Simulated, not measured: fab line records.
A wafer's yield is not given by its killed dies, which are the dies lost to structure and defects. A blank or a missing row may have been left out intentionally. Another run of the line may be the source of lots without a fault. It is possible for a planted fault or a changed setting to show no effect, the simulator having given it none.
Chamber matching | flow gf180mcu | GF_CONTACT_CMP_04 on cmp-01: 4 sister chambers
The step polishes SiO2. 4 wafers are shown with their chamber, then 7 later ones without.

== EACH WAFER AND ITS CHAMBER ==
wafer  | chamber | motorCurrentA (A)
L326.2 | 3       | 9.9
L326.6 | 2       | 11.1
L328.4 | 0       | 11.5
L328.5 | 1       | 11.3

== WAFERS MISSING THEIR CHAMBER ==
wafer  | motorCurrentA (A)
L328.6 | 11.0
L337.1 | 11.0
L337.3 | 11.2
L337.4 | 11.5
L341.1 | 10.5
L341.4 | 11.7
L341.6 | 10.5

== CHAMBER TAKEN BY EACH ==
wafer  | from the rows above               | in truth
L328.6 | can't be placed: 2 or 1 or 0      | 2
L337.1 | can't be placed: 2 or 1 or 0      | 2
L337.3 | can't be placed: 2 or 1 or 0      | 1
L337.4 | can't be placed: 0 or 1 or 2      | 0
L341.1 | can't be placed: 2 or 3 or 1 or 0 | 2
L341.4 | can't be placed: 0 or 1 or 2      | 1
L341.6 | can't be placed: 2 or 3 or 1 or 0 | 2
Correct placement for 0 of the 7. Can't be placed from these rows: 7 (the true chamber is among the candidates in 7). 0 placed wrongly.
How it was worked out, from the rows above alone: a wafer's distance from a chamber is the root of the sum, over the readings, of the square of ((its reading less the chamber's mean) divided by the reading's scatter). The wafer belongs to the nearest chamber; if the next one is less than 2 further off, it can't be placed. For every chamber, the mean is computed from those of its wafers that are shown. The scatter: root of mean squared gap, hidden wafer to nearest shown wafer, with one shown wafer a chamber.
